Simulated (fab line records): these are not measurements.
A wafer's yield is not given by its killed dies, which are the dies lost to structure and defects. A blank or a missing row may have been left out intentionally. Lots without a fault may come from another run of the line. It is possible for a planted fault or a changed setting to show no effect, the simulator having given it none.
The tool behind it: which one? + flow sky130 + 36 wafers from 12 lots sampled at 5 of the route's 708 steps

WHAT THE GAUGES READ, wafer by wafer
SKY_FIELD_ISO_THK_MEAS_23.
| lot  | measured    | on           | FIELD_ISO_OXIDATION_01_THK (nm) |
|------|-------------|--------------|---------------------------------|
| L987 | day 2 11:21 | filmMetro-01 | 9.68 9.57 9.42                  |
| L989 | day 2 22:08 | filmMetro-02 | 9.85 9.78 9.85                  |
| L990 | day 3 04:52 | filmMetro-04 | 9.83 9.74 9.72                  |
| L992 | day 3 14:25 | filmMetro-04 | 9.94 10.01 9.93                 |
| L994 | day 4 01:13 | filmMetro-02 | 10.00 9.99 9.96                 |
| L995 | day 4 05:49 | filmMetro-04 | 10.12 10.05 10.18               |
| L997 | day 4 18:25 | filmMetro-04 | 10.30 10.07 10.29               |
| L998 | day 5 03:04 | filmMetro-01 | 10.19 10.30 10.31               |
| L100 | day 5 09:54 | filmMetro-04 | 10.27 10.19 10.26               |
| L106 | day 6 14:59 | filmMetro-02 | 10.13 9.98 10.29                |
| L107 | day 6 21:06 | filmMetro-02 | 10.28 10.24 10.11               |
| L108 | day 7 01:59 | filmMetro-01 | 9.81 9.76 9.83                  |

SKY_SONOS_ONO_THK_MEAS_05.
| lot  | measured     | on           | SONOS_ONO_CVD_04_THK (nm) |
|------|--------------|--------------|---------------------------|
| L987 | day 11 19:44 | filmMetro-01 | 5.66 5.55 5.55            |
| L989 | day 12 18:13 | filmMetro-02 | 5.73 5.69 5.82            |
| L990 | day 13 05:55 | filmMetro-01 | 5.85 5.81 5.76            |
| L992 | day 13 21:19 | filmMetro-04 | 5.70 5.79 5.74            |
| L994 | day 14 07:52 | filmMetro-04 | 5.72 5.74 5.83            |
| L995 | day 14 16:51 | filmMetro-04 | 5.68 5.77 5.69            |
| L997 | day 15 20:41 | filmMetro-04 | 5.94 5.97 5.94            |
| L998 | day 16 06:59 | filmMetro-01 | 5.62 5.73 5.78            |
| L100 | day 17 15:28 | filmMetro-02 | 5.63 5.56 5.68            |
| L106 | day 18 10:14 | filmMetro-04 | 7.59 7.58 7.45            |
| L107 | day 18 19:07 | filmMetro-04 | 7.77 7.66 7.50            |
| L108 | day 19 07:46 | filmMetro-04 | 7.47 7.42 7.44            |

SKY_SD_N_CD_MEAS_07: target cd 380 nm.
| lot  | measured     | on       | cdNm (nm)         |
|------|--------------|----------|-------------------|
| L987 | day 28 05:40 | cdSem-01 | 378.8 377.0 376.0 |
| L989 | day 29 01:59 | cdSem-01 | 381.6 382.2 383.0 |
| L990 | day 29 11:55 | cdSem-02 | 380.9 378.6 379.5 |
| L992 | day 30 10:01 | cdSem-01 | 378.5 379.7 379.7 |
| L994 | day 30 20:49 | cdSem-02 | 376.3 378.9 376.6 |
| L995 | day 31 00:04 | cdSem-02 | 377.8 379.1 380.2 |
| L997 | day 32 07:40 | cdSem-02 | 382.9 383.7 383.5 |
| L998 | day 32 14:15 | cdSem-01 | 382.3 385.2 382.6 |
| L100 | day 34 01:07 | cdSem-02 | 382.0 383.1 382.6 |
| L106 | day 34 13:37 | cdSem-01 | 378.4 381.1 380.0 |
| L107 | day 34 18:47 | cdSem-02 | 382.3 382.2 380.5 |
| L108 | day 35 10:47 | cdSem-01 | 380.7 380.9 382.3 |

EACH LOT AND THE TOOL THAT RAN IT (in order: tool; ch and the chambers of the sampled wafers; start)
| lot  | SKY_SONOS_ONO_CVD_04        | SKY_SONOS_ONO_ETCH_15             |
|------|-----------------------------|-----------------------------------|
| L987 | lpcvd-03 ch 0, day 11 18:29 | rieDiel-04 ch 0,1,2, day 12 21:11 |
| L989 | lpcvd-03 ch 0, day 12 16:57 | rieDiel-02 ch 2,3, day 13 20:11   |
| L990 | lpcvd-03 ch 0, day 13 04:39 | rieDiel-02 ch 0,1, day 14 07:15   |
| L992 | lpcvd-03 ch 1, day 13 20:04 | rieDiel-01 ch 0,2,3, day 14 23:14 |
| L994 | lpcvd-03 ch 0, day 14 06:36 | rieDiel-01 ch 0,2,3, day 15 10:38 |
| L995 | lpcvd-03 ch 0, day 14 15:36 | rieDiel-02 ch 0,2,3, day 15 19:57 |
| L997 | lpcvd-03 ch 0, day 15 19:25 | rieDiel-01 ch 0,1,3, day 17 01:02 |
| L998 | lpcvd-03 ch 0, day 16 05:44 | rieDiel-02 ch 0,3, day 17 10:25   |
| L100 | lpcvd-03 ch 0, day 17 14:13 | rieDiel-02 ch 0,3, day 18 21:50   |
| L106 | lpcvd-03 ch 1, day 18 08:58 | rieDiel-01 ch 0,2,3, day 19 16:59 |
| L107 | lpcvd-03 ch 1, day 18 17:50 | rieDiel-01 ch 0,2,3, day 20 01:23 |
| L108 | lpcvd-03 ch 0, day 19 05:53 | rieDiel-01 ch 1,2,3, day 20 14:47 |
- SKY_SONOS_ONO_CVD_04: deposits SiO2 from SiH4/N2O, target thk 5.7199 nm.
- SKY_SONOS_ONO_ETCH_15: etches the open film in CHF3/O2, target depth 19.52 nm, time 7.8 s.

WHAT THE TOOLS THEMSELVES READ (means of the sampled wafers that have a number; where no wafer has one, the mark that the record gives instead)
SKY_SONOS_ONO_CVD_04.
| lot  | tool     | spikeTcLowerC (C) | zonePowerBottomPct (%) |
|------|----------|-------------------|------------------------|
| L987 | lpcvd-03 | 902.9             | 32                     |
| L989 | lpcvd-03 | 902.3             | 32                     |
| L990 | lpcvd-03 | 901.9             | 32                     |
| L992 | lpcvd-03 | 901.4             | 25                     |
| L994 | lpcvd-03 | 902.6             | 32                     |
| L995 | lpcvd-03 | 902.7             | 32                     |
| L997 | lpcvd-03 | 903.0             | 32                     |
| L998 | lpcvd-03 | 902.1             | 32                     |
| L100 | lpcvd-03 | 903.9             | 32                     |
| L106 | lpcvd-03 | 902.0             | 25                     |
| L107 | lpcvd-03 | 901.5             | 25                     |
| L108 | lpcvd-03 | 903.2             | 32                     |

SKY_SONOS_ONO_ETCH_15.
| lot  | tool       | drypumpMotorCurrentA (A) | oesProductAu (a.u.) | throttleValvePct (%) |
|------|------------|--------------------------|---------------------|----------------------|
| L987 | rieDiel-04 | 5.3                      | 0.992               | 8.828                |
| L989 | rieDiel-02 | 6.1                      | 0.996               | 8.822                |
| L990 | rieDiel-02 | 5.7                      | 1.012               | 8.818                |
| L992 | rieDiel-01 | 5.7                      | 0.988               | 8.819                |
| L994 | rieDiel-01 | 5.7                      | 0.995               | 8.826                |
| L995 | rieDiel-02 | 6.1                      | 1.002               | 8.831                |
| L997 | rieDiel-01 | 5.5                      | 1.006               | 8.834                |
| L998 | rieDiel-02 | 6.0                      | 1.003               | 8.814                |
| L100 | rieDiel-02 | 5.9                      | 1.005               | 8.827                |
| L106 | rieDiel-01 | 5.7                      | 1.000               | 8.819                |
| L107 | rieDiel-01 | 5.7                      | 0.996               | 8.824                |
| L108 | rieDiel-01 | 5.8                      | 0.999               | 8.823                |

THE ANSWER, worked out from the rows above alone
Rule: usual is defined by the lots themselves. The widest of any qualifying gaps counts: lots, ordered by their means at a reading, are off when they make up no more than a third of the lots, leave a main group of 4 or more, and stand apart from it by 3 or more times the standard deviation of that group's means. A main group is skipped when, at the precision printed for the reading in the tables above, its means are all equal. A lot without any number at a reading at which 4 lots or more have one is off too. The other lots that the step has rows for count as sound. Order of review: gauges by route order, followed by the tools' own readings, for which a lot's mean as printed above is used. The first step at which some lot is off is used, and at that step the reading that is off furthest; a lot without a number counts as furthest.
Off: L106, L107, L108, seen at SKY_SONOS_ONO_THK_MEAS_05 (SONOS_ONO_CVD_04_THK). The main group has a mean of 5.74 nm with a standard deviation of 0.099.
A tool fits if, at a process step before that reading, it ran every lot that is off, and no sound lot after the first of them. Those tools and the gauges at SKY_SONOS_ONO_THK_MEAS_05 are tried in the same way. Can't be told from this: 2 tools fit, lpcvd-03 at SKY_SONOS_ONO_CVD_04, filmMetro-04 at SKY_SONOS_ONO_THK_MEAS_05.

WHAT WAS PUT IN BY THE SIMULATOR
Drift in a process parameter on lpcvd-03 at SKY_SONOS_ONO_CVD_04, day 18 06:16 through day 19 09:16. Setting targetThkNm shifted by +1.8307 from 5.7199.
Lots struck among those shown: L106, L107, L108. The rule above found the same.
